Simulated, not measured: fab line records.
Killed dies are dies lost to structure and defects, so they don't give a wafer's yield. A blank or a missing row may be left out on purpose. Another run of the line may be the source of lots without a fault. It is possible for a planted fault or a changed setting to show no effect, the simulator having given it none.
Which tool was responsible? + flow gf180mcu + 72 wafers from 24 lots sampled at 4 of the route's 602 steps

WHAT EACH GAUGE READ, for each wafer
GF_V4_THK_MEAS_03. Usual: for V4_CVD_02_THK the level is 852 nm and the standard deviation is 12.
| lot  | measured     | on            | V4_CVD_02_THK (nm) | flag |
|------|--------------|---------------|--------------------|------|
| L074 | day 23 15:49 | film-metro-04 | 840 851 846        |      |
| L075 | day 24 08:08 | film-metro-04 | 847 826 854        |      |
| L076 | day 24 13:22 | film-metro-01 | 837 868 854        |      |
| L077 | day 24 23:10 | film-metro-03 | 858 842 862        |      |
| L078 | day 25 05:27 | film-metro-04 | 862 874 882        |      |
| L079 | day 25 18:22 | film-metro-04 | 850 856 848        |      |
| L080 | day 25 21:47 | film-metro-03 | 857 843 865        |      |
| L081 | day 26 16:16 | film-metro-01 | 859 840 839        |      |
| L082 | day 26 22:21 | film-metro-04 | 847 854 856        |      |
| L083 | day 27 00:38 | film-metro-01 | 865 839 855        |      |
| L084 | day 27 09:35 | film-metro-03 | 860 872 851        |      |
| L085 | day 27 12:00 | film-metro-04 | 844 868 846        |      |
| L086 | day 27 23:19 | film-metro-04 | 855 867 861        |      |
| L087 | day 28 07:53 | film-metro-01 | 841 850 836        |      |
| L088 | day 28 17:27 | film-metro-01 | 852 839 859        |      |
| L089 | day 28 19:31 | film-metro-01 | 855 884 863        |      |
| L090 | day 29 03:01 | film-metro-01 | 843 864 850        |      |
| L091 | day 29 07:56 | film-metro-03 | 847 854 859        |      |
| L092 | day 29 19:50 | film-metro-01 | 852 844 876        |      |
| L093 | day 29 21:08 | film-metro-03 | 871 868 851        |      |
| L094 | day 30 03:04 | film-metro-04 | 859 854 867        |      |
| L095 | day 30 13:13 | film-metro-03 | 859 848 856        |      |
| L096 | day 30 15:14 | film-metro-04 | 847 841 866        |      |
| L097 | day 30 20:57 | film-metro-03 | 822 838 837        |      |

TOOL THAT RAN EACH LOT (tool first, then ch and the chambers of the sampled wafers, then the start)
| lot  | GF_V3_CMP_04                  | GF_M4_SPUTTER_01             | GF_M4_STRIP_17                       |
|------|-------------------------------|------------------------------|--------------------------------------|
| L074 | cmp-02 ch 1,2, day 21 14:04   | pvd-sputter-03, day 22 15:43 | plasma-asher-03 ch 0,1, day 23 15:04 |
| L075 | cmp-02 ch 2,3, day 22 07:07   | pvd-sputter-03, day 23 08:26 | plasma-asher-01 ch 0,1, day 24 07:22 |
| L076 | cmp-02 ch 1,2,3, day 22 12:43 | pvd-sputter-02, day 23 13:56 | plasma-asher-03 ch 0,1, day 24 12:37 |
| L077 | cmp-01 ch 1,2,3, day 22 22:53 | pvd-sputter-04, day 23 23:38 | plasma-asher-01 ch 0,1, day 24 22:25 |
| L078 | cmp-01 ch 2,3, day 23 05:34   | pvd-sputter-04, day 24 06:20 | plasma-asher-01 ch 0,1, day 25 04:43 |
| L079 | cmp-01 ch 0,1, day 23 19:22   | pvd-sputter-04, day 24 19:22 | plasma-asher-01 ch 0,1, day 25 17:37 |
| L080 | cmp-01 ch 1,2,3, day 23 22:06 | pvd-sputter-03, day 24 23:13 | plasma-asher-03 ch 0,1, day 25 21:04 |
| L081 | cmp-01 ch 1,2,3, day 24 18:47 | pvd-sputter-04, day 25 17:59 | plasma-asher-03 ch 0,1, day 26 15:31 |
| L082 | cmp-02 ch 1,2, day 25 00:31   | pvd-sputter-04, day 26 00:03 | plasma-asher-02 ch 0,1, day 26 21:16 |
| L083 | cmp-02 ch 0,1,3, day 25 02:56 | pvd-sputter-03, day 26 01:38 | plasma-asher-03 ch 0,1, day 26 23:49 |
| L084 | cmp-02 ch 0,2,3, day 25 13:01 | pvd-sputter-03, day 26 12:04 | plasma-asher-01 ch 0,1, day 27 08:52 |
| L085 | cmp-01 ch 2,3, day 25 14:26   | pvd-sputter-04, day 26 14:11 | plasma-asher-03 ch 0,1, day 27 11:17 |
| L086 | cmp-02 ch 0,1,2, day 26 02:49 | pvd-sputter-04, day 27 01:38 | plasma-asher-03 ch 1, day 27 22:04   |
| L087 | cmp-02 ch 0,2,3, day 26 12:07 | pvd-sputter-04, day 27 11:11 | plasma-asher-02 ch 0,1, day 28 07:09 |
| L088 | cmp-02 ch 1,2,3, day 26 19:16 | pvd-sputter-04, day 27 20:38 | plasma-asher-02 ch 0, day 28 16:43   |
| L089 | cmp-02 ch 0,3, day 26 23:36   | pvd-sputter-04, day 27 22:15 | plasma-asher-02 ch 0,1, day 28 18:47 |
| L090 | cmp-02 ch 1,2,3, day 27 08:10 | pvd-sputter-04, day 28 06:10 | plasma-asher-03 ch 0,1, day 29 02:14 |
| L091 | cmp-02 ch 0,1,3, day 27 13:15 | pvd-sputter-03, day 28 11:04 | plasma-asher-02 ch 0,1, day 29 07:11 |
| L092 | cmp-01 ch 0,2,3, day 28 00:00 | pvd-sputter-02, day 28 23:22 | plasma-asher-03 ch 0,1, day 29 19:07 |
| L093 | cmp-01 ch 1,2, day 28 03:55   | pvd-sputter-02, day 29 01:13 | plasma-asher-02 ch 0,1, day 29 20:23 |
| L094 | cmp-01 ch 0,2, day 28 09:57   | pvd-sputter-02, day 29 07:00 | plasma-asher-01 ch 1, day 30 02:18   |
| L095 | cmp-01 ch 1,3, day 28 20:22   | pvd-sputter-03, day 29 17:21 | plasma-asher-03 ch 0,1, day 30 12:28 |
| L096 | cmp-01 ch 0,2,3, day 28 22:58 | pvd-sputter-04, day 29 19:56 | plasma-asher-01 ch 0, day 30 14:30   |
| L097 | cmp-02 ch 1,2,3, day 29 03:49 | pvd-sputter-02, day 30 00:49 | plasma-asher-02 ch 0,1, day 30 20:13 |
- GF_V3_CMP_04: polishes SiO2.
- GF_M4_SPUTTER_01: material TiN, target thk 30 nm, time 25 s.
- GF_M4_STRIP_17: strips in O2/N2.

AS READ BY THE TOOLS THEMSELVES (means over the sampled wafers that have a number; for cases with no such wafer, the mark the record gives instead)
GF_V3_CMP_04. Usual: motor-current-A 12.0 A, standard deviation 1.3; time-to-endpoint-s 83 s, standard deviation 5.6.
| lot  | tool   | motor-current-A (A) | time-to-endpoint-s (s) | flag |
|------|--------|---------------------|------------------------|------|
| L074 | cmp-02 | 11.5                | 85                     |      |
| L075 | cmp-02 | 11.7                | 81                     |      |
| L076 | cmp-02 | 11.2                | 81                     |      |
| L077 | cmp-01 | 11.3                | 85                     |      |
| L078 | cmp-01 | 11.1                | 88                     |      |
| L079 | cmp-01 | 13.2                | 90                     |      |
| L080 | cmp-01 | 11.6                | 85                     |      |
| L081 | cmp-01 | 11.5                | 78                     |      |
| L082 | cmp-02 | 11.4                | 89                     |      |
| L083 | cmp-02 | 12.1                | 87                     |      |
| L084 | cmp-02 | 12.8                | 84                     |      |
| L085 | cmp-01 | 11.5                | 82                     |      |
| L086 | cmp-02 | 12.3                | 93                     |      |
| L087 | cmp-02 | 12.8                | 80                     |      |
| L088 | cmp-02 | 11.3                | 84                     |      |
| L089 | cmp-02 | 13.7                | 88                     |      |
| L090 | cmp-02 | 11.3                | 79                     |      |
| L091 | cmp-02 | 12.6                | 73                     |      |
| L092 | cmp-01 | 12.2                | 82                     |      |
| L093 | cmp-01 | 11.7                | 81                     |      |
| L094 | cmp-01 | 13.1                | 77                     |      |
| L095 | cmp-01 | 11.3                | 82                     |      |
| L096 | cmp-01 | 12.6                | 80                     |      |
| L097 | cmp-02 | 11.6                | 79                     |      |

GF_M4_SPUTTER_01. Usual: chamber-pressure-pa 0.3999 Pa, standard deviation 0.00084; throttle-valve-pct 29.8 %, standard deviation 1.
| lot  | tool           | chamber-pressure-pa (Pa) | throttle-valve-pct (%) | flag |
|------|----------------|--------------------------|------------------------|------|
| L074 | pvd-sputter-03 | 0.3999                   | 29.9                   |      |
| L075 | pvd-sputter-03 | 0.3999                   | 29.6                   |      |
| L076 | pvd-sputter-02 | 0.3996                   | 29.6                   |      |
| L077 | pvd-sputter-04 | 0.3998                   | 29.9                   |      |
| L078 | pvd-sputter-04 | 0.4000                   | 29.9                   |      |
| L079 | pvd-sputter-04 | 0.4002                   | 30.1                   |      |
| L080 | pvd-sputter-03 | 0.4004                   | 29.7                   |      |
| L081 | pvd-sputter-04 | 0.3998                   | 29.4                   |      |
| L082 | pvd-sputter-04 | 0.3996                   | 30.6                   |      |
| L083 | pvd-sputter-03 | 0.3998                   | 29.5                   |      |
| L084 | pvd-sputter-03 | 0.4000                   | 29.4                   |      |
| L085 | pvd-sputter-04 | 0.3997                   | 30.6                   |      |
| L086 | pvd-sputter-04 | 0.4007                   | 31.2                   |      |
| L087 | pvd-sputter-04 | 0.3996                   | 29.8                   |      |
| L088 | pvd-sputter-04 | 0.4000                   | 29.9                   |      |
| L089 | pvd-sputter-04 | 0.3999                   | 30.3                   |      |
| L090 | pvd-sputter-04 | 0.3996                   | 29.5                   |      |
| L091 | pvd-sputter-03 | 0.3995                   | 29.4                   |      |
| L092 | pvd-sputter-02 | 0.4003                   | 28.9                   |      |
| L093 | pvd-sputter-02 | 0.3993                   | 29.5                   |      |
| L094 | pvd-sputter-02 | 0.3996                   | 29.0                   |      |
| L095 | pvd-sputter-03 | 0.3996                   | 29.5                   |      |
| L096 | pvd-sputter-04 | 0.3994                   | 31.1                   |      |
| L097 | pvd-sputter-02 | 0.3999                   | 29.6                   |      |

GF_M4_STRIP_17. Usual: drypump-motor-current-A 5.9 A, standard deviation 0.4; heater-power-w 347 W, standard deviation 41; oes-product-au 0.537 a.u., standard deviation 0.0054; strip-time-to-endpoint-s 7.36 s, standard deviation 0.074.
| lot  | tool            | drypump-motor-current-A (A) | heater-power-w (W) | oes-product-au (a.u.) | strip-time-to-endpoint-s (s) | flag |
|------|-----------------|-----------------------------|--------------------|-----------------------|------------------------------|------|
| L074 | plasma-asher-03 | 6.3                         | 349                | 0.535                 | 7.32                         |      |
| L075 | plasma-asher-01 | 5.6                         | 384                | 0.541                 | 7.50                         |      |
| L076 | plasma-asher-03 | 6.4                         | 352                | 0.544                 | 7.39                         |      |
| L077 | plasma-asher-01 | 5.8                         | 388                | 0.538                 | 7.39                         |      |
| L078 | plasma-asher-01 | 5.7                         | 382                | 0.542                 | 7.46                         |      |
| L079 | plasma-asher-01 | 5.8                         | 389                | 0.529                 | 7.30                         |      |
| L080 | plasma-asher-03 | 6.4                         | 353                | 0.537                 | 7.38                         |      |
| L081 | plasma-asher-03 | 6.4                         | 346                | 0.537                 | 7.34                         |      |
| L082 | plasma-asher-02 | 5.5                         | 286                | 0.535                 | 7.33                         |      |
| L083 | plasma-asher-03 | 6.4                         | 372                | 0.534                 | 7.33                         |      |
| L084 | plasma-asher-01 | 5.8                         | 385                | 0.536                 | 7.34                         |      |
| L085 | plasma-asher-03 | 6.4                         | 349                | 0.532                 | 7.33                         |      |
| L086 | plasma-asher-03 | 6.3                         | 329                | 0.537                 | 7.36                         |      |
| L087 | plasma-asher-02 | 5.5                         | 298                | 0.534                 | 7.28                         |      |
| L088 | plasma-asher-02 | 5.5                         | 278                | 0.531                 | 7.34                         |      |
| L089 | plasma-asher-02 | 5.6                         | 300                | 0.534                 | 7.35                         |      |
| L090 | plasma-asher-03 | 6.4                         | 344                | 0.538                 | 7.43                         |      |
| L091 | plasma-asher-02 | 5.5                         | 301                | 0.534                 | 7.28                         |      |
| L092 | plasma-asher-03 | 6.3                         | 347                | 0.534                 | 7.29                         |      |
| L093 | plasma-asher-02 | 5.5                         | 288                | 0.536                 | 7.41                         |      |
| L094 | plasma-asher-01 | 6.0                         | 390                | 0.542                 | 7.42                         |      |
| L095 | plasma-asher-03 | 6.4                         | 362                | 0.534                 | 7.35                         |      |
| L096 | plasma-asher-01 | 5.5                         | 371                | 0.535                 | 7.32                         |      |
| L097 | plasma-asher-02 | 5.5                         | 298                | 0.543                 | 7.42                         |      |

THE ANSWER, worked out from the rows above alone
Rule: a lot counts as off when the mean over its wafers that have a number is more than 3 standard deviations away from the usual mean. A lot without any number at a reading at which 4 lots or more have one is off too. All remaining lots with rows at the step are treated as sound. Order of review: gauges by route order, followed by the tools' own readings, for which a lot's mean as printed above is used. At the first step where some lot is off, the reading lying furthest off is the one used; lots without a number count as furthest.
None of the lots is off at any reading shown; this tells nothing.

WHAT THE SIMULATOR HAD PUT IN
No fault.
